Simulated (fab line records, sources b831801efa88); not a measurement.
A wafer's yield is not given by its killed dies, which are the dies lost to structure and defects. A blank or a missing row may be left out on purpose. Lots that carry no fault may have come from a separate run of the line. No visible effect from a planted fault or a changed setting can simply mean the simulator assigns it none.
Commonality check across tools + flow gf180mcu + 12 lots, 36 wafers sampled

== WHAT PROMPTED THE OPENING ==
At GF_PASSIVATION_THK_MEAS_01 the reading PASSIVATION_CVD_00_THK is flagged on 2 of 12 lots. No-fault wafers: 1004 nm, standard deviation 17.
Rule: a lot is flagged when every wafer of it that has a number lies more than 4 standard deviations from that mean, or none has a number. All remaining lots are regarded as sound.

| lot  | measured     | on           | PASSIVATION_CVD_00_THK (nm), wafer by wafer | flag    |
|------|--------------|--------------|---------------------------------------------|---------|
| L301 | day 28 00:37 | filmMetro-03 | 1024 1014 1018                              |         |
| L302 | day 28 06:26 | filmMetro-03 | 995 1023 1021                               |         |
| L303 | day 28 18:40 | filmMetro-03 | 995 993 1015                                |         |
| L304 | day 29 09:10 | filmMetro-03 | 992 1008 1032                               |         |
| L310 | day 31 00:47 | filmMetro-03 | 994 1011 1007                               |         |
| L314 | day 31 22:25 | filmMetro-02 | 855 873 864                                 | FLAGGED |
| L315 | day 32 12:49 | filmMetro-02 | 985 1016 998                                |         |
| L317 | day 32 17:34 | filmMetro-02 | 852 868 872                                 | FLAGGED |
| L318 | day 33 05:56 | filmMetro-04 | 961 980 1021                                |         |
| L320 | day 33 12:15 | filmMetro-03 | 983 1008 1048                               |         |
| L321 | day 33 13:10 | filmMetro-02 | 983 1013 1022                               |         |
| L324 | day 34 11:25 | filmMetro-02 | 1009 1030 1012                              |         |
Average over the flagged lots: 864 nm; offset from the usual -140 nm, equal to -8 standard deviations.

== TOOL THAT RAN EACH LOT ==
The record holds 3 process steps before the reading, out of a route of 602 steps. In each cell: the tool, then ch and the chambers that the sampled wafers went through, then the start.
| lot  | flag    | GF_V5_ETCH_16                     | GF_TOP_METAL_SPUTTER_02     | GF_PASSIVATION_CVD_00           |
|------|---------|-----------------------------------|-----------------------------|---------------------------------|
| L301 |         | rieDiel-03 ch 0,1, day 27 01:35   | pvdSputter-01, day 27 03:10 | pecvd-01 ch 1,2, day 28 00:31   |
| L302 |         | rieDiel-03 ch 0,2,3, day 27 07:44 | pvdSputter-02, day 27 09:16 | pecvd-02 ch 0,1,2, day 28 06:21 |
| L303 |         | rieDiel-04 ch 1,3, day 27 20:34   | pvdSputter-01, day 27 22:07 | pecvd-02 ch 0,1, day 28 18:35   |
| L304 |         | rieDiel-04 ch 2,3, day 28 11:26   | pvdSputter-01, day 28 12:58 | pecvd-01 ch 0,1,2, day 29 09:05 |
| L310 |         | rieDiel-04 ch 2,3, day 30 04:02   | pvdSputter-01, day 30 05:35 | pecvd-02 ch 0,1,2, day 31 00:41 |
| L314 | FLAGGED | rieDiel-03 ch 0,2,3, day 31 02:26 | pvdSputter-01, day 31 03:59 | pecvd-02 ch 0,1,2, day 31 22:19 |
| L315 |         | rieDiel-03 ch 1,2,3, day 31 17:16 | pvdSputter-02, day 31 18:47 | pecvd-01 ch 0,2, day 32 12:44   |
| L317 | FLAGGED | rieDiel-03 ch 0,1, day 31 22:31   | pvdSputter-03, day 32 00:06 | pecvd-02 ch 0,1,2, day 32 17:28 |
| L318 |         | rieDiel-03 ch 1,2,3, day 32 11:35 | pvdSputter-02, day 32 13:06 | pecvd-03 ch 0,1,2, day 33 05:50 |
| L320 |         | rieDiel-03 ch 0,1,2, day 32 18:02 | pvdSputter-01, day 32 19:33 | pecvd-01 ch 0,1,2, day 33 12:10 |
| L321 |         | rieDiel-01 ch 0,1,2, day 32 18:37 | pvdSputter-02, day 32 20:08 | pecvd-01 ch 0,1,2, day 33 13:04 |
| L324 |         | rieDiel-03 ch 0,1,3, day 33 17:40 | pvdSputter-03, day 33 19:14 | pecvd-01 ch 1,2, day 34 11:19   |
These steps, and what they do:
- GF_V5_ETCH_16: etches BARC in N2/H2.
- GF_TOP_METAL_SPUTTER_02: material AlCu, target thk 900 nm, time 47.82 s.
- GF_PASSIVATION_CVD_00: deposits SiO2 from TEOS, target thk 1000 nm, time 111.95 s.
- GF_PASSIVATION_THK_MEAS_01

== FLAGGED OVER TOTAL, TOOL BY TOOL (the gauges that took the reading come last) ==
| step                       | tool          | lots run | flagged | share of the flagged lots | sound lots run after its first flagged lot |
|----------------------------|---------------|----------|---------|---------------------------|--------------------------------------------|
| GF_V5_ETCH_16              | rieDiel-01    | 1        | 0       | none                      | -                                          |
| GF_V5_ETCH_16              | rieDiel-03    | 8        | 2       | all                       | 4 (L315,L318,L320,L324)                    |
| GF_V5_ETCH_16              | rieDiel-04    | 3        | 0       | none                      | -                                          |
| GF_TOP_METAL_SPUTTER_02    | pvdSputter-01 | 6        | 1       | some                      | 1 (L320)                                   |
| GF_TOP_METAL_SPUTTER_02    | pvdSputter-02 | 4        | 0       | none                      | -                                          |
| GF_TOP_METAL_SPUTTER_02    | pvdSputter-03 | 2        | 1       | some                      | 1 (L324)                                   |
| GF_PASSIVATION_CVD_00      | pecvd-01      | 6        | 0       | none                      | -                                          |
| GF_PASSIVATION_CVD_00      | pecvd-02      | 5        | 2       | all                       | 0                                          |
| GF_PASSIVATION_CVD_00      | pecvd-03      | 1        | 0       | none                      | -                                          |
| GF_PASSIVATION_THK_MEAS_01 | filmMetro-02  | 5        | 2       | all                       | 3 (L315,L321,L324)                         |
| GF_PASSIVATION_THK_MEAS_01 | filmMetro-03  | 6        | 0       | none                      | -                                          |
| GF_PASSIVATION_THK_MEAS_01 | filmMetro-04  | 1        | 0       | none                      | -                                          |

== WHAT THE TABLE PERMITS ==
Every flagged lot was run by 3 rows of the table: rieDiel-03 at GF_V5_ETCH_16, pecvd-02 at GF_PASSIVATION_CVD_00 and filmMetro-02 at GF_PASSIVATION_THK_MEAS_01.
- rieDiel-03 at GF_V5_ETCH_16: 2 of its 8 lots flagged. Lots that were sound ran on it after the first flagged one (L315, L318, L320, L324); a persistent fault on the entire tool would not allow that.
- pecvd-02 at GF_PASSIVATION_CVD_00: 2 of its 5 lots flagged. It ran its last sound lot, L310, at day 31 00:41 and its first flagged lot, L314, at day 31 22:19: a fault with its onset between the two fits.
- filmMetro-02 at GF_PASSIVATION_THK_MEAS_01: 2 of its 5 lots flagged. Lots that were sound ran on it after the first flagged one (L315, L321, L324); a persistent fault on the entire tool would not allow that.
Left over: one tool, pecvd-02 at GF_PASSIVATION_CVD_00.

== WHAT THE SIMULATOR PUT IN ==
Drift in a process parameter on pecvd-02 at GF_PASSIVATION_CVD_00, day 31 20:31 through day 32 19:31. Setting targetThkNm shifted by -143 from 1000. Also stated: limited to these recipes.
Struck lots among those shown: L314, L317. This agrees with what the rule above found.
